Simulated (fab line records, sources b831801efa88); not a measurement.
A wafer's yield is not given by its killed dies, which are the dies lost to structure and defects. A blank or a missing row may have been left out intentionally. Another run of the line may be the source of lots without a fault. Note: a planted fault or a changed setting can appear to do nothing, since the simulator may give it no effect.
Which tool did it?	flow gf180mcu	21 wafers sampled from 7 lots at 1 step of a route of 602

WHAT EACH GAUGE READ, for each wafer
GF_M2_RS_MEAS_05: measures by four-point-probe.
lot	measured	on	M2_ALCU_RS (ohm/sq)
L262	day 18 12:59	film metro-01	0.0687 0.0698 0.0689
L266	day 20 18:14	film metro-03	0.0687 0.0700 0.0698
L269	day 21 19:08	film metro-01	0.0697 0.0694 0.0694
L271	day 22 05:08	film metro-04	0.0713 0.0709 0.0707
L274	day 23 08:34	film metro-04	0.0687 0.0688 0.0691
L279	day 24 18:13	film metro-04	0.0695 0.0692 0.0693
L283	day 25 21:20	film metro-03	0.0701 0.0698 0.0696

WHAT TOOL EACH LOT RAN ON (gives the tool, then ch and the chambers of the sampled wafers, and finally the start)
Before these readings, the record contains no process step.

THE ANSWER, worked out from the rows above alone
Rule: the usual values come from the lots themselves. The widest of any qualifying gaps counts: lots, ordered by their means at a reading, are off when they make up no more than a third of the lots, leave a main group of 4 or more, and stand apart from it by 3 or more times the standard deviation of that group's means. A main group whose means are all the same, to the digits that the tables above print for the reading, isn't used. A lot without any number at a reading at which 4 lots or more have one is off too. The other lots that the step has rows for count as sound.
Off: L271, seen at GF_M2_RS_MEAS_05 (M2_ALCU_RS). The main group: mean 0.0694 ohm/sq, standard deviation 0.00031.
A tool fits if, at a process step before that reading, it ran every lot that is off, and no sound lot after the first of them. Those tools and the gauges at GF_M2_RS_MEAS_05 are tried in the same way. Not one of the candidates tried fits.

WHAT THE SIMULATOR HAD INSERTED
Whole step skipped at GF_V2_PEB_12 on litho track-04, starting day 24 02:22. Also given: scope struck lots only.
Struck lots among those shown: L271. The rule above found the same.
